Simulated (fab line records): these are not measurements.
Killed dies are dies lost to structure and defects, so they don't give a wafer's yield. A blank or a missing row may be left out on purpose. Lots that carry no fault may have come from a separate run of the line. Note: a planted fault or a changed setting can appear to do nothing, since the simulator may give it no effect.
fab line records ; flow sky130
[record] lots = 6; wafers = 18; last_day = 50
route steps=708 shown POLY_CUT@307 SD_P@320 RES_XHIGH@332 SD_N@342 PAD_OPEN@708
lots that met no fault: taken from a fault-free run of the same line
start_h: hours from the record's opening day to when the first of the lot's shown wafers began ; wait_h: how many hours have passed since the lot's step before this one ; " as in the row above ; L1.1+2: several wafers, shown together as one row ; - value missing, or start not given ; * or withheld: withheld ; < > ~ a bound
route shown NAME@n: a module of which the file shows steps, and the number in the route of the first ; usual: mean/standard deviation of fault-free wafers ; same: alike in all rows ; chamber/n: place in a boat ; sites: each site's reading ; _std_site: their standard deviation ; _edge_site: mean of outer sites minus mean of inner sites ; radius_mm: how far each site lies from the wafer's centre ; mask NAME#n: copy n ; behind: the tool/chamber that last shaped the wafer ; hold: the reason the lot was held/the length of the hold in hours/how it ended ; device: whichever transistor did not switch (one of n, p or np) ; end of line: the same wafers' tests at the end of the route ; a step given without rows: its recipe and nothing more ; killed: the dies lost at the first sort to structure and to defects; this is not the yield of the wafer ; map: dies across one wafer; x = killed, . = not, _ = none there
set.NAME: the setting as run; set.NAME@STEP: as run at that earlier step ; model.NAME: the simulator's own value behind a step, which no gauge read
lots seen at some steps along the route; tables by step, rows by wafer
services: the hour from which a tool's chamber was out of use, counted from the record's first day as start_h (under 0 if before that day), plus the number of hours and why
[[steps]]
[step SKY_POLY_CUT_DEHYDRATE_00]
[recipe] temp_c = 200; time_s = 60
[step SKY_POLY_CUT_HMDS_01]
[recipe] prime_time_s = 60; prime_temp_c = 120
[step SKY_POLY_CUT_COAT_02]
[recipe] resist = BARC; temp_c = withheld; time_s = withheld; spin_rpm = 3000; resist_thk_nm = 60
[step SKY_POLY_CUT_COAT_03]
[recipe] resist = KrF-thick; spin_rpm = 3000; resist_thk_nm = 450
[step SKY_POLY_CUT_SOFTBAKE_04]
[recipe] temp_c = 100; time_s = 90; resist = KrF-thick
[step SKY_POLY_CUT_EXPOSE_05]
[recipe] mask_id = NPCM; na = 0.8; source_shape = annular; sigma_inner = 0.55; sigma_outer = 0.85; target_cd_nm = 270; dose_mj = 32
[step SKY_POLY_CUT_PEB_06]
[recipe] peb_temp_c = withheld; peb_time_s = withheld; resist = KrF-thick
[step SKY_POLY_CUT_DEVELOP_07]
[recipe] develop_time_s = 60; resist = KrF-thick; dev_temp_c = 21
[step SKY_POLY_CUT_CD_MEAS_08]
[recipe] target_cd_nm = 270
[usual] cd_nm = 269.5/1.3
lot.wafer;tool;chamber;start_h;wait_h;cd_nm
L680.2;cd_sem-02;-;561.67;-;269.1
L680.4;cd_sem-02;-;561.67;-;267.6
L680.5;cd_sem-02;-;561.67;-;269.0
L682.2;cd_sem-01;-;589.32;-;268.7
L682.3;cd_sem-01;-;589.32;-;269.0
L682.6;cd_sem-01;-;589.32;-;267.9
L687.4;cd_sem-02;-;623.36;-;272.3
L687.5;cd_sem-02;-;623.36;-;270.0
L687.6;cd_sem-02;-;623.36;-;269.1
L695.2;cd_sem-02;-;701.82;-;270.5
L695.4;cd_sem-02;-;701.82;-;270.1
L695.6;cd_sem-02;-;701.82;-;271.0
L696.1;cd_sem-01;-;721.95;-;269.9
L696.2;cd_sem-01;-;721.95;-;268.8
L696.3;cd_sem-01;-;721.95;-;268.1
L702.1;cd_sem-01;-;747.40;-;268.3
L702.5;cd_sem-01;-;747.40;-;267.8
L702.6;cd_sem-01;-;747.40;-;268.4
[step SKY_POLY_CUT_OVL_MEAS_09]
[usual] POLY_CUT_OVL = -2/5.4
lot.wafer;tool;chamber;start_h;wait_h;POLY_CUT_OVL[nm]
L680.2;overlay-02;-;561.77;0.1;-4
L680.4;overlay-02;-;561.77;0.1;-2
L680.5;overlay-02;-;561.77;0.1;-3
L682.2;overlay-01;-;589.42;0.1;-2
L682.3;overlay-01;-;589.42;0.1;2
L682.6;overlay-01;-;589.42;0.1;0
L687.4;overlay-01;-;623.43;0.1;5
L687.5;overlay-01;-;623.43;0.1;3
L687.6;overlay-01;-;623.43;0.1;2
L695.2;overlay-02;-;701.92;0.1;1
L695.4;overlay-02;-;701.92;0.1;1
L695.6;overlay-02;-;701.92;0.1;2
L696.1;overlay-02;-;722.07;0.1;1
L696.2;overlay-02;-;722.07;0.1;0
L696.3;overlay-02;-;722.07;0.1;-3
L702.1;overlay-01;-;747.52;0.1;-2
L702.5;overlay-01;-;747.52;0.1;-8
L702.6;overlay-01;-;747.52;0.1;-1
[step SKY_POLY_CUT_ETCH_10]
[recipe] chemistry = N2/H2; target = BARC; ion_energy_ev = 200; source_w = 500; bias_w = 100; pressure_mtorr = 30; n2_flow_sccm = 100; h2_flow_sccm = 200; stop_on = SiO2; time_s = 45.9; target_depth_a = 600
[usual] chamber_pressure_mTorr = 30.002/0.026; drypump_motor_current_A = 5.4/0.51; h2_flow_sccm = 200.0/0.57; oes_product_au = 0.856/0.0047; rf_fwd_power_W = 495.0/2; throttle_valve_pct = 13.226/0.0088
lot.wafer;tool;chamber;start_h;wait_h;chamber_pressure_mTorr;drypump_motor_current_A;h2_flow_sccm;oes_product_au;rf_fwd_power_W;rf_hours_counter_h;throttle_valve_pct
L680.2;rie_diel-03;3;561.80;0.0;30.011;5.7;200.0;0.848;494.2;0;13.229
L680.4;rie_diel-03;0;561.80;0.0;30.004;4.9;199.2;0.854;496.3;-;13.218
L680.5;rie_diel-03;3;561.80;0.0;30.062;5.7;200.6;0.861;493.8;-;13.229
L682.2;rie_diel-04;0;589.45;0.0;30.004;5.0;199.8;0.855;494.3;20;13.228
L682.3;rie_diel-04;2;589.45;0.0;29.995;5.7;199.4;0.868;497.8;9;13.237
L682.6;rie_diel-04;1;589.45;0.0;29.996;6.8;199.6;0.857;494.1;-;13.225
L687.4;rie_diel-03;0;623.45;0.0;29.986;4.9;198.6;0.856;496.0;4;13.228
L687.5;rie_diel-03;0;623.45;0.0;29.985;4.9;198.5;0.849;497.3;-;13.222
L687.6;rie_diel-03;3;623.45;0.0;30.016;5.7;200.3;0.855;494.3;-;13.227
L695.2;rie_diel-01;3;701.95;0.0;30.004;5.0;200.0;0.855;494.2;8;13.227
L695.4;rie_diel-01;0;701.95;0.0;29.996;5.1;199.8;0.856;494.6;-;13.213
L695.6;rie_diel-01;1;701.95;0.0;29.991;5.4;200.3;0.857;494.0;-;13.220
L696.1;rie_diel-04;2;722.10;0.0;29.983;5.7;200.1;0.862;494.9;12;13.231
L696.2;rie_diel-04;1;722.10;0.0;29.996;6.8;200.0;0.846;496.5;11;13.217
L696.3;rie_diel-04;3;722.10;0.0;30.039;5.8;199.6;0.853;496.6;8;13.225
L702.1;rie_diel-01;3;747.55;0.0;29.987;5.0;199.4;0.863;495.7;9;13.234
L702.5;rie_diel-01;1;747.55;0.0;30.028;5.5;200.0;0.858;491.1;-;13.210
L702.6;rie_diel-01;3;747.55;0.0;29.966;5.0;199.9;0.861;491.9;-;13.217
[step SKY_POLY_CUT_ETCH_11]
[recipe] target = Si3N4; chemistry = CF4/CH2F2/Ar; stop_on = poly-Si; source_w = 600; bias_w = 150; pressure_mtorr = 40; cf4_flow_sccm = 40; ch2f2_flow_sccm = 20; Ar_flow_sccm = 150; time_s = 42.5; target_depth_a = 600
[usual] chamber_pressure_mTorr = 40.00/0.033; drypump_motor_current_A = 5.4/0.51; mfc_ar_sccm = 150.1/0.42; oes_product_au = 0.830/0.0054; rf_fwd_power_W = 593.5/2.6; throttle_valve_pct = 14.995/0.0096
lot.wafer;tool;chamber;start_h;wait_h;chamber_pressure_mTorr;drypump_motor_current_A;mfc_ar_sccm;oes_product_au;rf_fwd_power_W;rf_hours_counter_h;throttle_valve_pct
L680.2;rie_diel-03;3;561.84;0.0;39.90;5.7;149.9;0.821;591.6;0;14.980
L680.4;rie_diel-03;0;561.84;0.0;39.99;4.9;150.1;0.825;596.5;-;14.983
L680.5;rie_diel-03;3;561.84;0.0;39.99;5.7;150.0;0.819;590.8;-;15.004
L682.2;rie_diel-04;0;589.49;0.0;39.91;5.1;150.0;0.835;590.3;20;14.976
L682.3;rie_diel-04;2;589.49;0.0;39.94;5.6;149.8;0.822;596.0;9;14.999
L682.6;rie_diel-04;1;589.49;0.0;40.03;6.8;150.6;0.835;595.8;-;15.001
L687.4;rie_diel-03;0;623.49;0.0;39.98;4.9;150.5;0.831;594.0;4;15.007
L687.5;rie_diel-03;0;623.49;0.0;39.93;4.9;150.3;0.822;592.5;-;14.997
L687.6;rie_diel-03;3;623.49;0.0;40.01;5.7;149.8;0.827;594.0;-;14.997
L695.2;rie_diel-01;3;701.99;0.0;40.09;5.0;149.6;0.837;591.0;8;14.998
L695.4;rie_diel-01;0;701.99;0.0;40.00;5.1;150.7;0.830;592.6;-;14.996
L695.6;rie_diel-01;1;701.99;0.0;39.98;5.4;150.2;0.835;587.5;-;14.999
L696.1;rie_diel-04;2;722.14;0.0;40.01;5.6;150.8;0.826;593.4;12;14.986
L696.2;rie_diel-04;1;722.14;0.0;39.98;6.8;150.1;0.823;596.0;11;14.985
L696.3;rie_diel-04;3;722.14;0.0;40.03;5.8;150.1;0.826;592.0;8;14.994
L702.1;rie_diel-01;3;747.59;0.0;40.04;5.0;150.2;0.827;595.3;9;14.986
L702.5;rie_diel-01;1;747.59;0.0;40.02;5.4;149.3;0.830;592.5;-;15.004
L702.6;rie_diel-01;3;747.59;0.0;39.97;5.0;150.6;0.821;592.3;-;15.001
[step SKY_POLY_CUT_STRIP_12]
[recipe] chemistry = O2/N2; power_w = 1400; pressure_mtorr = 1500; platen_temp_c = withheld; o2_flow_sccm = 3000; n2_flow_sccm = 300; overash_fraction = 0.5
[usual] chamber_pressure_mTorr = 1499.9/1.4; drypump_motor_current_A = 5.4/0.41; oes_product_au = 0.453/0.0043; strip_time_to_endpoint_s = 5.366/0.016
lot.wafer;tool;chamber;start_h;wait_h;chamber_pressure_mTorr;drypump_motor_current_A;oes_product_au;rf_hours_counter_h;strip_time_to_endpoint_s
L680.2;plasma_asher-01;1;561.88;0.0;1499.6;5.4;0.449;83;5.361
L680.4;plasma_asher-01;0;561.88;0.0;1500.6;6.1;0.452;-;5.360
L680.5;plasma_asher-01;1;561.88;0.0;1500.8;5.4;0.452;-;5.365
L682.2;plasma_asher-03;1;589.53;0.0;1499.0;5.8;0.443;78;5.369
L682.3;plasma_asher-03;1;589.53;0.0;1500.0;5.9;0.456;-;5.363
L682.6;plasma_asher-03;1;589.53;0.0;1498.0;5.8;0.450;-;5.374
L687.4;plasma_asher-01;1;623.57;0.1;1504.0;5.4;0.458;-;5.347
L687.5;plasma_asher-01;1;623.57;0.1;1500.9;5.4;0.460;-;5.370
L687.6;plasma_asher-01;0;623.57;0.1;1498.8;6.1;0.451;-;5.353
L695.2;plasma_asher-01;0;702.03;0.0;1499.3;6.1;0.458;97;5.374
L695.4;plasma_asher-01;0;702.03;0.0;1497.4;6.1;0.454;-;5.367
L695.6;plasma_asher-01;1;702.03;0.0;1500.6;5.4;0.450;-;5.379
L696.1;plasma_asher-01;1;722.18;0.0;1500.1;5.4;0.452;99;5.377
L696.2;plasma_asher-01;0;722.18;0.0;1499.8;6.1;0.461;99;5.398
L696.3;plasma_asher-01;0;722.18;0.0;1500.0;6.1;0.452;-;5.383
L702.1;plasma_asher-03;1;747.63;0.0;1500.5;5.8;0.452;94;5.331
L702.5;plasma_asher-03;1;747.63;0.0;1500.2;5.8;0.450;-;5.332
L702.6;plasma_asher-03;0;747.63;0.0;1499.7;5.0;0.453;-;5.377
[step SKY_SD_P_DEHYDRATE_00]
[recipe] temp_c = 200; time_s = 60
[step SKY_SD_P_HMDS_01]
[recipe] prime_time_s = 60; prime_temp_c = 120
[step SKY_SD_P_COAT_02]
[recipe] resist = NOVOLAK; spin_rpm = 3000; resist_thk_nm = 1140
[step SKY_SD_P_SOFTBAKE_03]
[recipe] temp_c = 90; time_s = 60; resist = NOVOLAK
[step SKY_SD_P_EXPOSE_04]
[recipe] mask_id = PSDM; na = 0.6; source_shape = conventional; sigma_outer = 0.6; polarization = unpolarized; target_cd_nm = 380; dose_mj = 138
[step SKY_SD_P_PEB_05]
[recipe] temp_c = withheld; time_s = *; resist = NOVOLAK
[step SKY_SD_P_DEVELOP_06]
[recipe] resist = NOVOLAK; developer = TMAH; develop_time_s = 60; dev_temp_c = 23
[step SKY_SD_P_CD_MEAS_07]
[recipe] target_cd_nm = 380
[usual] cd_nm = 379.4/2.4
lot.wafer;tool;chamber;start_h;wait_h;cd_nm
L680.2;cd_sem-01;-;591.08;0.1;378.7
L680.4;cd_sem-01;-;591.08;0.1;379.4
L680.5;cd_sem-01;-;591.08;0.1;379.5
L682.2;cd_sem-02;-;618.77;0.2;378.7
L682.3;cd_sem-02;-;618.77;0.2;376.1
L682.6;cd_sem-02;-;618.77;0.2;379.4
L687.4;cd_sem-01;-;652.96;0.1;381.9
L687.5;cd_sem-01;-;652.96;0.1;380.5
L687.6;cd_sem-01;-;652.96;0.1;380.3
L695.2;cd_sem-02;-;729.24;0.1;376.4
L695.4;cd_sem-02;-;729.24;0.1;378.8
L695.6;cd_sem-02;-;729.24;0.1;378.9
L696.1;cd_sem-02;-;749.90;0.1;378.2
L696.2;cd_sem-02;-;749.90;0.1;379.0
L696.3;cd_sem-02;-;749.90;0.1;379.2
L702.1;cd_sem-01;-;775.17;0.1;382.4
L702.5;cd_sem-01;-;775.17;0.1;378.8
L702.6;cd_sem-01;-;775.17;0.1;382.0
[step SKY_SD_P_OVL_MEAS_08]
[usual] SD_P_OVL = -0.6/1.5
lot.wafer;tool;chamber;start_h;wait_h;SD_P_OVL[nm]
L680.2;overlay-01;-;591.19;0.1;-0.5
L680.4;overlay-01;-;591.19;0.1;1.7
L680.5;overlay-01;-;591.19;0.1;1.4
L682.2;overlay-02;-;618.88;0.1;1.1
L682.3;overlay-02;-;618.88;0.1;-0.1
L682.6;overlay-02;-;618.88;0.1;1.0
L687.4;overlay-01;-;653.03;0.1;0.1
L687.5;overlay-01;-;653.03;0.1;1.1
L687.6;overlay-01;-;653.03;0.1;0.7
L695.2;overlay-02;-;729.34;0.1;-3.1
L695.4;overlay-02;-;729.34;0.1;-0.5
L695.6;overlay-02;-;729.34;0.1;-3.0
L696.1;overlay-01;-;750.02;0.1;-1.7
L696.2;overlay-01;-;750.02;0.1;-0.5
L696.3;overlay-01;-;750.02;0.1;0.8
L702.1;overlay-02;-;775.29;0.1;-0.9
L702.5;overlay-02;-;775.29;0.1;-1.4
L702.6;overlay-02;-;775.29;0.1;-0.3
[step SKY_SD_P_IMPLANT_09]
[recipe] species = BF2; energy_kev = 20; dose_cm2 = 3e+15; tilt_deg = 0
[step SKY_SD_P_STRIP_10]
[recipe] chemistry = O2/N2; power_w = 1400; pressure_mtorr = 1500; platen_temp_c = withheld; o2_flow_sccm = 3000; n2_flow_sccm = 300; overash_fraction = 0.5
[usual] chamber_pressure_mTorr = 1500.1/1.3; drypump_motor_current_A = 5.7/0.49; oes_product_au = 0.618/0.0045; strip_time_to_endpoint_s = 17.52/0.038
lot.wafer;tool;chamber;start_h;wait_h;chamber_pressure_mTorr;drypump_motor_current_A;oes_product_au;rf_hours_counter_h;strip_time_to_endpoint_s
L680.2;plasma_asher-01;0;591.37;0.1;1499.4;6.1;0.616;87;17.50
L680.4;plasma_asher-01;0;591.37;0.1;1499.2;6.1;0.617;-;17.52
L680.5;plasma_asher-01;0;591.37;0.1;1498.9;6.1;0.612;-;17.49
L682.2;plasma_asher-03;1;619.06;0.1;1500.8;5.8;0.624;82;17.50
L682.3;plasma_asher-03;0;619.06;0.1;1501.1;5.0;0.615;-;17.52
L682.6;plasma_asher-03;0;619.06;0.1;1498.3;5.0;0.613;-;17.55
L687.4;plasma_asher-03;0;653.24;0.1;1502.2;5.0;0.619;-;17.52
L687.5;plasma_asher-03;1;653.24;0.1;1498.6;5.8;0.613;-;17.53
L687.6;plasma_asher-03;0;653.24;0.1;1500.1;5.0;0.625;-;17.54
L695.2;plasma_asher-01;1;729.52;0.1;1502.7;5.4;0.623;99;17.58
L695.4;plasma_asher-01;1;729.52;0.1;1501.1;5.4;0.612;-;17.56
L695.6;plasma_asher-01;0;729.52;0.1;1498.9;6.1;0.616;-;17.53
L696.1;plasma_asher-01;1;750.20;0.1;1500.5;5.4;0.623;1;17.50
L696.2;plasma_asher-01;0;750.20;0.1;1500.0;6.1;0.616;1;17.53
L696.3;plasma_asher-01;0;750.20;0.1;1500.7;6.1;0.619;-;17.53
L702.1;plasma_asher-03;0;775.47;0.1;1502.9;5.0;0.627;97;17.48
L702.5;plasma_asher-03;0;775.47;0.1;1498.0;5.0;0.624;-;17.47
L702.6;plasma_asher-03;1;775.47;0.1;1499.8;5.9;0.606;-;17.48
[step SKY_SD_P_TW_MEAS_11]
[usual] SD_P_TW = 2851/13
lot.wafer;tool;chamber;start_h;wait_h;SD_P_TW
L680.2;film_metro-02;-;591.48;0.1;2836
L680.4;film_metro-02;-;591.48;0.1;2832
L680.5;film_metro-02;-;591.48;0.1;2851
L682.2;film_metro-04;-;619.17;0.1;2840
L682.3;film_metro-04;-;619.17;0.1;2859
L682.6;film_metro-04;-;619.17;0.1;2839
L687.4;film_metro-04;-;653.33;0.1;2834
L687.5;film_metro-04;-;653.33;0.1;2817
L687.6;film_metro-04;-;653.33;0.1;2836
L695.2;film_metro-02;-;729.63;0.1;2839
L695.4;film_metro-02;-;729.63;0.1;2855
L695.6;film_metro-02;-;729.63;0.1;2844
L696.1;film_metro-01;-;750.30;0.1;2867
L696.2;film_metro-01;-;750.30;0.1;2850
L696.3;film_metro-01;-;750.30;0.1;2841
L702.1;film_metro-04;-;775.57;0.1;2862
L702.5;film_metro-04;-;775.57;0.1;2851
L702.6;film_metro-04;-;775.57;0.1;2854
[step SKY_RES_XHIGH_DEHYDRATE_00]
[recipe] temp_c = 200; time_s = 60
[step SKY_RES_XHIGH_HMDS_01]
[recipe] prime_time_s = 60; prime_temp_c = 120
[step SKY_RES_XHIGH_COAT_02]
[recipe] resist = NOVOLAK; spin_rpm = 3000; resist_thk_nm = 1140
[step SKY_RES_XHIGH_SOFTBAKE_03]
[recipe] temp_c = 90; time_s = 60; resist = NOVOLAK
[step SKY_RES_XHIGH_EXPOSE_04]
[recipe] mask_id = URPM; na = 0.6; source_shape = conventional; sigma_outer = 0.6; polarization = unpolarized; target_cd_nm = 1270; dose_mj = 140
[step SKY_RES_XHIGH_PEB_05]
[recipe] temp_c = withheld; time_s = *; resist = NOVOLAK
[step SKY_RES_XHIGH_DEVELOP_06]
[recipe] resist = NOVOLAK; developer = TMAH; develop_time_s = 60; dev_temp_c = 23
[step SKY_RES_XHIGH_IMPLANT_07]
[recipe] species = BF2; energy_kev = 20; dose_cm2 = 3.6e+14; tilt_deg = 0
[step SKY_RES_XHIGH_STRIP_08]
[recipe] chemistry = O2/N2; power_w = 1400; pressure_mtorr = 1500; platen_temp_c = withheld; o2_flow_sccm = 3000; n2_flow_sccm = 300; overash_fraction = 0.5
[usual] chamber_pressure_mTorr = 1500.1/1.5; drypump_motor_current_A = 5.5/0.54; oes_product_au = 0.711/0.0037; strip_time_to_endpoint_s = 14.30/0.043
lot.wafer;tool;chamber;start_h;wait_h;chamber_pressure_mTorr;drypump_motor_current_A;oes_product_au;rf_hours_counter_h;strip_time_to_endpoint_s
L680.2;plasma_asher-03;0;620.98;0.1;1500.7;5.0;0.709;83;14.25
L680.4;plasma_asher-03;0;620.98;0.1;1502.0;5.0;0.704;-;14.26
L680.5;plasma_asher-03;0;620.98;0.1;1499.9;5.0;0.712;-;14.30
L682.2;plasma_asher-04;1;649.04;0.1;1499.8;5.1;0.710;48;14.34
L682.3;plasma_asher-04;0;649.04;0.1;1501.5;5.1;0.715;-;14.29
L682.6;plasma_asher-04;0;649.04;0.1;1498.7;5.1;0.710;-;14.29
L687.4;plasma_asher-03;0;681.81;0.1;1501.1;5.0;0.712;-;14.27
L687.5;plasma_asher-03;1;681.81;0.1;1499.6;5.7;0.708;-;14.27
L687.6;plasma_asher-03;0;681.81;0.1;1497.3;5.0;0.715;-;14.25
L695.2;plasma_asher-04;1;757.23;0.1;1499.9;5.1;0.716;59;14.33
L695.4;plasma_asher-04;1;757.23;0.1;1501.3;5.1;0.711;-;14.32
L695.6;plasma_asher-04;0;757.23;0.1;1498.1;5.1;0.716;-;14.33
L696.1;plasma_asher-03;1;777.95;0.1;1500.3;5.8;0.712;97;14.28
L696.2;plasma_asher-03;0;777.95;0.1;1499.4;5.0;0.710;97;14.29
L696.3;plasma_asher-03;1;777.95;0.1;1500.5;5.8;0.710;-;14.30
L702.1;plasma_asher-02;0;802.65;0.1;1501.5;6.4;0.710;38;14.35
L702.5;plasma_asher-02;0;802.65;0.1;1500.5;6.4;0.706;-;14.34
L702.6;plasma_asher-02;1;802.65;0.1;1495.8;6.3;0.712;-;14.35
[step SKY_RES_XHIGH_TW_MEAS_09]
[usual] RES_XHIGH_TW = 1653/6.6
lot.wafer;tool;chamber;start_h;wait_h;RES_XHIGH_TW
L680.2;film_metro-01;-;621.09;0.1;1657
L680.4;film_metro-01;-;621.09;0.1;1660
L680.5;film_metro-01;-;621.09;0.1;1660
L682.2;film_metro-01;-;649.15;0.1;1652
L682.3;film_metro-01;-;649.15;0.1;1641
L682.6;film_metro-01;-;649.15;0.1;1651
L687.4;film_metro-04;-;681.90;0.1;1642
L687.5;film_metro-04;-;681.90;0.1;1654
L687.6;film_metro-04;-;681.90;0.1;1651
L695.2;film_metro-04;-;757.34;0.1;1651
L695.4;film_metro-04;-;757.34;0.1;1666
L695.6;film_metro-04;-;757.34;0.1;1657
L696.1;film_metro-01;-;778.05;0.1;1655
L696.2;film_metro-01;-;778.05;0.1;1657
L696.3;film_metro-01;-;778.05;0.1;1652
L702.1;film_metro-02;-;802.75;0.1;1651
L702.5;film_metro-02;-;802.75;0.1;1653
L702.6;film_metro-02;-;802.75;0.1;1650
[step SKY_SD_N_DEHYDRATE_00]
[recipe] temp_c = 200; time_s = 60
[step SKY_SD_N_HMDS_01]
[recipe] prime_time_s = 60; prime_temp_c = 120
[step SKY_SD_N_COAT_02]
[recipe] resist = NOVOLAK; spin_rpm = 3000; resist_thk_nm = 1140
[step SKY_SD_N_SOFTBAKE_03]
[recipe] temp_c = 90; time_s = 60; resist = NOVOLAK
[step SKY_SD_N_EXPOSE_04]
[recipe] mask_id = NSDM; na = 0.6; source_shape = conventional; sigma_outer = 0.6; polarization = unpolarized; target_cd_nm = 380; dose_mj = 141
[step SKY_SD_N_PEB_05]
[recipe] temp_c = withheld; time_s = *; resist = NOVOLAK
[step SKY_SD_N_DEVELOP_06]
[recipe] resist = NOVOLAK; developer = TMAH; develop_time_s = 60; dev_temp_c = 23
[step SKY_PAD_OPEN_PROBE_99]
[usual] killed_at_M0_to_M3 = 43/7.4; killed_at_M4_up = 3.1/1.9; killed_at_contacts = 25/5.4; killed_at_front_end = 15/4.3; killed_at_other = 0.3/0.54; killed_dies = 86/10; killed_open = 46/7.4; killed_short = 40/7
[same] gross_dies = 492; killed_at_back_side = 0
lot.wafer;tool;chamber;start_h;wait_h;killed_at_M0_to_M3;killed_at_M4_up;killed_at_contacts;killed_at_front_end;killed_at_other;killed_dies;killed_open;killed_short
L680.2;prober-02;-;1080.68;0.1;47;2;25;14;0;88;49;38
L680.4;prober-02;-;1080.78;0.2;51;4;41;9;0;105;56;49
L680.5;prober-02;-;1080.83;0.2;49;3;25;12;0;89;45;44
L687.4;prober-01;-;1121.57;0.2;37;3;30;13;0;83;43;40
L687.5;prober-01;-;1121.62;0.2;31;5;23;16;0;75;34;40
L687.6;prober-01;-;1121.67;0.2;49;2;24;17;0;92;50;42
L695.6;prober-01;-;1175.81;0.2;34;2;13;44;2;95;35;31
L696.1;prober-02;-;1187.52;0.1;37;3;27;40;0;107;58;24
L696.2;prober-02;-;1187.57;0.1;48;3;30;26;0;107;56;50
L696.3;prober-02;-;1187.62;0.2;46;1;37;22;1;107;64;43
// killed by level:class
L680.2 CONTACT:geometric_particle:open=12 VIA1:geometric_particle:open=11 VIA3:geometric_particle:open=7 LI_CONTACT:geometric_particle:open=6 METAL1:geometric_particle:short=5 VIA2:geometric_particle:open=5 VIA2:geometric_particle:short=5 CONTACT:geometric_particle:short=4
L680.4 VIA1:geometric_particle:open=13 CONTACT:geometric_particle:short=10 LI_CONTACT:geometric_particle:open=9 CONTACT:geometric_particle:open=9 VIA3:geometric_particle:open=9 METAL2:geometric_particle:short=7 LOCAL_INTERCONNECT:geometric_particle:short=7 VIA2:geometric_particle:open=7
L680.5 CONTACT:geometric_particle:open=11 METAL1:geometric_particle:short=9 VIA3:geometric_particle:open=8 VIA1:geometric_particle:open=7 VIA3:geometric_particle:short=6 VIA2:geometric_particle:open=6 METAL2:geometric_particle:short=5 LI_CONTACT:geometric_particle:open=4
L687.4 CONTACT:geometric_particle:open=10 VIA1:geometric_particle:open=8 LI_CONTACT:geometric_particle:open=7 VIA1:geometric_particle:short=6 FIELD_ISO:geometric_particle:short=5 FIELD_ISO:geometric_particle:open=5 LOCAL_INTERCONNECT:geometric_particle:short=5 CONTACT:geometric_particle:short=5
L687.5 VIA1:geometric_particle:open=8 LI_CONTACT:geometric_particle:open=7 FIELD_ISO:geometric_particle:short=6 CONTACT:geometric_particle:open=6 METAL1:geometric_particle:short=5 METAL4:geometric_particle:short=5 VIA1:geometric_particle:short=4 LOCAL_INTERCONNECT:geometric_particle:short=4
L687.6 VIA2:geometric_particle:open=10 FIELD_ISO:geometric_particle:short=7 LI_CONTACT:geometric_particle:open=7 CONTACT:geometric_particle:open=7 METAL1:geometric_particle:short=7 VIA1:geometric_particle:short=6 VIA1:geometric_particle:open=6 VIA3:geometric_particle:open=6
L695.6 POLY_CUT:unspecified=28 VIA1:geometric_particle:open=8 METAL1:geometric_particle:short=6 CONTACT:geometric_particle:open=5 VIA2:geometric_particle:open=5 POLY_GATE:geometric_particle:open=4 LOCAL_INTERCONNECT:geometric_particle:short=4 FIELD_ISO:geometric_particle:open=3
L696.1 POLY_CUT:unspecified=25 CONTACT:geometric_particle:open=17 VIA1:geometric_particle:open=14 VIA3:geometric_particle:open=6 POLY_GATE:geometric_particle:open=5 VIA1:geometric_particle:short=5 POLY_GATE:geometric_particle:short=4 CONTACT:geometric_particle:short=3
L696.2 CONTACT:geometric_particle:open=15 VIA1:geometric_particle:open=13 FIELD_ISO:geometric_particle:short=8 VIA1:geometric_particle:short=8 FIELD_ISO:geometric_particle:open=7 CONTACT:geometric_particle:short=6 VIA3:geometric_particle:open=6 POLY_GATE:geometric_particle:short=5
L696.3 VIA1:geometric_particle:open=17 CONTACT:geometric_particle:open=13 CONTACT:geometric_particle:short=10 POLY_GATE:geometric_particle:open=9 FIELD_ISO:geometric_particle:open=6 LOCAL_INTERCONNECT:geometric_particle:short=5 VIA2:geometric_particle:short=4 LI_CONTACT:geometric_particle:open=4
// map L695.6 (x killed, . not)
__________.........._________
________xx.........x.._______
______.....x..x........._____
_____.x........x......x..____
____................x.....___
___...............x........__
__..x......x.x..x......x...._
_.....x..x........x..........
_......x....x....x........x..
_x.......x..x.....x....x..x..
_........x.............x.x.x.
_.x.x..xxx...........x.xxx.x.
_............................
_xxx..........x.x....x...x...
_xxxxxxx.............x......x
__xxxx......xx......x.x....._
___xxxxx.x..........x.x....__
____xxxxx.................___
_____xxx.x.......xx......____
______xx..........x..x.._____
________......x....x.._______
__________..x.x.x.x._________
// map L696.1 (x killed, . not)
__________x.x......x_________
________..x.x.....xx.._______
______....x....x...x..x._____
_____x.x..xx..x..........____
____...x.........x.....x..___
___.........x.x....x....x..__
__...xx...xx......x........._
_......xx.....xxx...........x
_x....x........x...x....x.x..
_....x............x..x.......
_.......x.x...x..............
_.....x.x.......x.........x..
_..x..x........x.....x.x.....
_xx.x.xx..x.x..x.......x.....
_xxxx.......x......x.........
__xxxxxx......x............._
___xxxx...........x.....x..__
____xxx...xx...x.........x___
_____xxx..xx..x...x......____
______x.x....x.........._____
________...xxxx....x.._______
__________xx........_________
[[services]]
tool;chamber;start_h;hours;kind
rie_diel-01;2;560.01;3.6;repair
rie_diel-03;0;568.53;1.9;repair
plasma_asher-04;-;572.29;35.1;repair
plasma_asher-04;-;579.90;4.8;repair
rie_diel-04;-;606.76;0.3;repair
plasma_asher-01;-;607.63;14.6;pm
rie_diel-04;3;623.06;13.9;repair
rie_diel-01;2;624.28;2.6;repair
plasma_asher-03;-;633.01;3.9;repair
rie_diel-01;2;636.14;132.0;repair
plasma_asher-02;-;657.32;3.9;repair
plasma_asher-03;-;682.08;7.2;repair
rie_diel-01;0;685.59;11.3;repair
rie_diel-03;2;697.20;3.8;repair
rie_diel-03;1;709.06;4.1;repair
rie_diel-01;-;709.57;2.8;pm
plasma_asher-01;-;733.75;9.0;pm
plasma_asher-01;0;733.75;9.0;vent_cycle
plasma_asher-01;1;733.75;9.0;vent_cycle
rie_diel-03;1;736.56;24.3;repair
plasma_asher-02;-;738.53;1.2;repair
plasma_asher-01;0;742.75;-;clean
plasma_asher-01;1;742.75;-;clean
plasma_asher-04;-;798.49;77.9;repair
[[key]]
[first_sign] step = SKY_PAD_OPEN_PROBE_99; reading = killed_at_front_end; direction = up; sigmas = 6.3; usual = 15; struck = 42
effect none on later readings
met_at SKY_POLY_CUT_STRIP_12
struck_wafers L695.6,L696.1
tester_left_out L695,L696
onset_between 623.57 702.03
[fault] kind = chamber_particle_source; tool = plasma_asher-01; chamber = 1; onset_h = 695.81; steps = SKY_POLY_CUT_STRIP_12; rate_per_visit_cm2 = 1.8896; end_h = 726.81
// tester_left_out: of these lots the tester's yield and bins aren't shown, on N5 and GAA mostly nor the transistor test; their killed dies are dies lost to structure and defects alone, not to doping, threshold or leakage, so they don't give the yield
